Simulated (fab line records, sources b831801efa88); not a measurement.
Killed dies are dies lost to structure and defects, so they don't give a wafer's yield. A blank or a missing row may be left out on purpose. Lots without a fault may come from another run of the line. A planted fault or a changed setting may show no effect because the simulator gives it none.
One fault seen from 2 desks | flow sky130 | each desk has only its own numbers; what lay behind them comes last

THE METROLOGY DESK
What the gauges read, lot by lot, whatever tool the lot ran on: means of the sampled wafers that have a number. A lot is out of limits, marked OUT, if its mean lies more than 4 standard deviations from the usual mean; the brackets give that distance.
Columns: A = POLY_GATE_CVD_00_THK at SKY_POLY_GATE_THK_MEAS_01, usual 179.8 nm
lot  | first seen here | A
L986 | day 14 00:58    | 178.5
L987 | day 14 08:20    | 177.6
L988 | day 14 22:59    | 182.5
L989 | day 14 22:59    | 180.4
L991 | day 15 15:33    | 181.0
L994 | day 17 03:43    | 177.5
L996 | day 18 00:28    | 179.0
L999 | day 18 22:19    | 190.5 (+5.6) OUT
L100 | day 19 03:04    | 187.8 (+4.2) OUT
L101 | day 19 11:49    | 189.4 (+5.1) OUT
L109 | day 22 12:13    | 182.2
This desk's finding: out of limits on L100, L101, L999; first on L999, day 18 22:19 (POLY_GATE_CVD_00_THK at SKY_POLY_GATE_THK_MEAS_01). In limits: L986, L987, L988, L989, L991, L994, L996, L109.

THE TOOL OWNER'S DESK: lpcvd-01
The tool's own readings at SKY_POLY_GATE_CVD_00 (deposits poly-Si, target thk 180 nm, time 720 s): means of the sampled wafers that have a number, for each lot that ran on this tool. A lot is out of limits, marked OUT, if its mean lies more than 4 standard deviations from the usual mean; the brackets give that distance.
Columns: A = spike_tc_lower_C at SKY_POLY_GATE_CVD_00, usual 621.5 C; B = susceptor_temp_C at SKY_POLY_GATE_CVD_00, usual 620.04 C; C = zone_power_lower_pct at SKY_POLY_GATE_CVD_00, usual 9.2 %
lot  | first seen here | A     | B      | C
L986 | day 13 23:45    | 621.5 | 620.16 | 8.4
L987 | day 14 07:08    | 621.0 | 619.66 | 8.5
L988 | day 14 21:47    | 621.2 | 619.76 | 9.6
L989 | day 14 21:47    | 621.0 | 620.26 | 9.5
L991 | day 15 13:45    | 622.7 | 620.01 | 9.5
L994 | day 17 02:31    | 622.6 | 620.33 | 8.4
L996 | day 17 23:15    | 621.6 | 620.40 | 8.5
L999 | day 18 21:07    | 621.3 | 620.31 | 9.6
L100 | day 19 01:52    | 621.4 | 619.98 | 9.6
L101 | day 19 10:37    | 621.5 | 619.97 | 8.4
L109 | day 22 11:01    | 620.8 | 620.22 | 9.6
This desk's finding: nothing out of limits on any of the 11 lots.

PUT TOGETHER
The metrology desk could have raised an alarm at day 18 22:19, on L100, L101, L999.
The tool owner's desk saw nothing out of limits.
The tool owner's desk has L100, L101, L999 on record, within its limits.
Of the lots named, all ran SKY_POLY_GATE_CVD_00 on lpcvd-01.

WHAT THE SIMULATOR HAD PUT IN
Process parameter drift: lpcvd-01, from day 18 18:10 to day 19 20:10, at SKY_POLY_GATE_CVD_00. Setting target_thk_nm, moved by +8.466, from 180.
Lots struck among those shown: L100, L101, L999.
Hours from the fault's start to each desk's first reading out of limits: the metrology desk, 4.
